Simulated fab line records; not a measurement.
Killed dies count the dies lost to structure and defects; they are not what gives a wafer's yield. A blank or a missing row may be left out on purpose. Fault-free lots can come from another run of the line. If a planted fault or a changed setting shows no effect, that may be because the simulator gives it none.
A single fault, viewed from 2 desks	flow sky130	numbers are kept per desk, each desk with only its own; the story behind them comes last

== AT THE TOOL OWNER'S DESK: implanter-02 ==
The tool's own readings at SKY_POLY_GATE_IMPLANT_02, given as means over the sampled wafers that have a number, one for each lot that went through this tool. A lot is out of limits, marked OUT, if its mean lies more than 4 standard deviations from the usual mean; the brackets give that distance.
Columns: A = beam_energy_keV at SKY_POLY_GATE_IMPLANT_02, usual 29.998; B = beam_on_s at SKY_POLY_GATE_IMPLANT_02, usual 36.4 s; C = dose_ions_cm2 at SKY_POLY_GATE_IMPLANT_02, usual 7.699e+15; D = tilt_deg at SKY_POLY_GATE_IMPLANT_02, usual -0.002 degrees
lot	first seen here	A	B	C	D
L298	day 15 08:10	29.993	34.5	7.702e+15	-0.021
L307	day 18 17:40	30.000	54.6 (+11) OUT	1.181e+16 (+99 or more) OUT	-0.004
L308	day 19 06:10	29.993	54.6 (+11) OUT	1.181e+16 (+99 or more) OUT	0.016
Finding of this desk: L307, L308 out of limits; the first was L307 at day 18 17:40, on beam_on_s at SKY_POLY_GATE_IMPLANT_02. In limits: L298.

== FROM THE METROLOGY DESK ==
What the gauges read for every lot (on any tool): the sampled wafers with a number, averaged. A lot is out of limits, marked OUT, if its mean lies more than 4 standard deviations from the usual mean; the brackets give that distance.
Columns: A = cd_nm at SKY_SONOS_TUNNEL_CD_MEAS_07, usual 409.2 nm; B = GATE_OXIDE_OVL at SKY_GATE_OXIDE_OVL_MEAS_10, usual 0.4 nm; C = POLY_GATE_CVD_03_THK at SKY_POLY_GATE_THK_MEAS_04, usual 74.5 nm
lot	first seen here	A	B	C
L297	day 11 07:20	408.2	2.3	74.6
L298	day 11 17:53	408.0	2.8	73.6
L300	day 12 18:55	408.7	0.5	75.2
L303	day 13 11:07	409.0	2.2	74.1
L307	day 14 15:27	408.9	0.8	73.9
L308	day 15 01:49	409.0	0.5	74.0
L314	day 16 23:02	408.6	0.4	73.7
L315	day 17 06:03	411.7	1.5	75.0
L316	day 17 16:03	405.4	1.4	74.9
L317	day 17 21:33	413.5	0.5	74.8
L318	day 18 05:12	411.0	-0.1	74.7
L319	day 18 16:03	407.9	-2.2	74.4
Finding of this desk: none of the 12 lots has anything out of limits.

== BROUGHT TOGETHER ==
An alarm could have come from the tool owner's desk at day 18 17:40, on L307, L308.
The metrology desk saw nothing out of limits.
The metrology desk holds a record of L307, L308, inside its limits.
The lots listed all ran SKY_POLY_GATE_IMPLANT_02 on implanter-02.

== WHAT THE SIMULATOR HAD INSERTED ==
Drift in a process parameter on implanter-02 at SKY_POLY_GATE_IMPLANT_02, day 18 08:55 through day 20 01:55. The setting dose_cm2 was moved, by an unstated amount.
Lots struck among those shown: L307, L308.
Each desk's first reading out of limits, in hours after the fault started: the tool owner's desk, 9.
